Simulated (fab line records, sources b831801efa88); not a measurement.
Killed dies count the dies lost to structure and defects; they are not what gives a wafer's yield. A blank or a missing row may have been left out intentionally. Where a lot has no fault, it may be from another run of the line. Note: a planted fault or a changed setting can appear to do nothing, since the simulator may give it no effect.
A lot that was struck, set against a sound lot / flow gf180mcu / 14 out of 602 route steps
Sound: the wafers L499.1, L499.3, L499.5. Wafers struck: L500.4, L500.5, L500.6. The cause comes at the end.
Each step with rows lists, per side, the tool, then ch with its chambers, then its first start. Under that, the readings that differ: sound wafers / struck wafers / difference of the means / sigmas: that difference in standard deviations of wafers without a fault.
alike: readings with means less than 2 such deviations apart, plus words and numbers identical on both sides. not compared: withheld readings, readings lacking a value on some wafer, bounds such as >300 that could conceal the same value, and numbers that have no deviation in the record and whose values overlap.
Wherever a step has rows on one side only, a row that says differs or no value, or a row with sigmas, the two part there. Numbers that have no deviation but don't overlap get no sigmas and don't part them. A reading that every wafer of one side lacks parts them only if that side has two wafers or more.

GF_STI_THK_MEAS_24:
  sound: film_metro-02 at day 3 20:59; struck: film_metro-04 at day 4 01:02
  alike: STI_CVD_23_THK
GF_STI_CMP_25: polishes, stops on Si3N4, t overpolish 33 s, target thk 524.6 nm.
  sound on cmp-02 ch 1,2,3, day 3 21:02; struck on cmp-01 ch 2,3, day 4 01:07
  alike: motor_current_A, overpolish_run_s, slurry_flow_ml_min, time_to_endpoint_s
then, 4 steps without rows for these wafers: GF_STI_WET_ETCH_26 (etches SiO2 in dHF, target depth 94 nm, time 188 s); GF_STI_WET_ETCH_27 (etches Si3N4 in H3PO4, target depth 160 nm, time 1825 s); GF_STI_WET_ETCH_28 (etches SiO2 in dHF, target depth 20 nm, time 40 s); GF_STI_OXIDATION_29 (stabilise 600 s, purge 300 s, target thk 10 nm).
GF_STI_THK_MEAS_30:
  sound: film_metro-02 at day 3 23:22; struck: film_metro-03 at day 4 03:36
  alike: STI_OXIDATION_02_THK
then, 5 steps without rows for these wafers: GF_DNWELL_DEHYDRATE_00 (time 60 s); GF_DNWELL_HMDS_01 (prime time 60 s); GF_DNWELL_COAT_02 (resist thk 3000 nm); GF_DNWELL_SOFTBAKE_03; GF_DNWELL_EXPOSE_04 (exposes mask DNWELL, target cd 1700 nm).
GF_DNWELL_PEB_05:
  sound on litho_track-03 ch 0, day 4 12:00; struck on litho_track-03, day 4 16:00
  no value came back on the struck wafers for chill_plate_temp_C (C), exhaust_pa (Pa); on the sound wafers chill_plate_temp_C (C) reads 23.18 22.90 23.04
then, 1 step without rows for these wafers: GF_DNWELL_DEVELOP_06 (develop time 60 s).

WHERE THEY PART
Only at GF_DNWELL_PEB_05, as far as this record shows.

WHY: what had been put in by the simulator
At GF_DNWELL_PEB_05, the step was skipped entirely on litho_track-03 from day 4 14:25 on. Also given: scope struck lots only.
